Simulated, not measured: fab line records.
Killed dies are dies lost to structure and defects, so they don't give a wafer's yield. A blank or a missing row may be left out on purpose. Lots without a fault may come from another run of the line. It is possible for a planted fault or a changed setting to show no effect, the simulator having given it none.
The same fault as seen by 2 desks	flow sky130	each desk holds nothing but its own numbers, with what lay behind them at the end

TOOL OWNER'S DESK, pvd sputter-01
At SKY_METAL5_SPUTTER_04 (material TiN, target thk 70 nm, time 58.3 s) the tool's own readings: per lot run on this tool, the mean of the sampled wafers that have a number. Marked OUT: a lot whose mean sits more than 4 standard deviations from the usual mean, which makes it out of limits; the brackets give that distance.
Columns: A = throttle valve pct at SKY_METAL5_SPUTTER_04, usual 30.5 %
lot	first seen here	A
L812	day 43 08:12	30.6
L825	day 46 16:31	30.8
Result from this desk: across the 2 lots, nothing is out of limits.

THE METROLOGY DESK
What the gauges read for every lot (on any tool): the sampled wafers with a number, averaged. Marked OUT: a lot whose mean sits more than 4 standard deviations from the usual mean, which makes it out of limits; the brackets give that distance.
Columns: A = VIA4_W_RS at SKY_VIA4_RS_MEAS_19, usual 0.2269 ohm/sq; B = VIA4_W_THK at SKY_VIA4_THK_MEAS_20, usual 503 nm; C = METAL5_ALCU_RS at SKY_METAL5_RS_MEAS_05, usual 0.0271 ohm/sq; D = METAL5_ALCU_THK at SKY_METAL5_THK_MEAS_06, usual 1153 nm; E = PASSIVATION_CVD_00_THK at SKY_PASSIVATION_THK_MEAS_01, usual 90.2 nm; F = PASSIVATION_CVD_02_THK at SKY_PASSIVATION_THK_MEAS_03, usual 537 nm
lot	first seen here	A	B	C	D	E	F
L812	day 43 07:35	0.2289	501	0.0271	1149	91.1	533
L813	day 44 01:11	0.2260	510	0.0275	1124	89.1	544
L825	day 46 15:55	0.2263	510	0.0268	1191	89.3	528
L832	day 48 05:25	0.2249	496	0.0269	1160	90.4	537
L833	day 48 05:47	0.2287	503	0.0267	1172	88.6	535
Result from this desk: across the 5 lots, nothing is out of limits.

ALL TOGETHER
The tool owner's desk saw nothing out of limits.
Nothing out of limits was seen by the metrology desk.

WHAT HAD BEEN PUT IN BY THE SIMULATOR
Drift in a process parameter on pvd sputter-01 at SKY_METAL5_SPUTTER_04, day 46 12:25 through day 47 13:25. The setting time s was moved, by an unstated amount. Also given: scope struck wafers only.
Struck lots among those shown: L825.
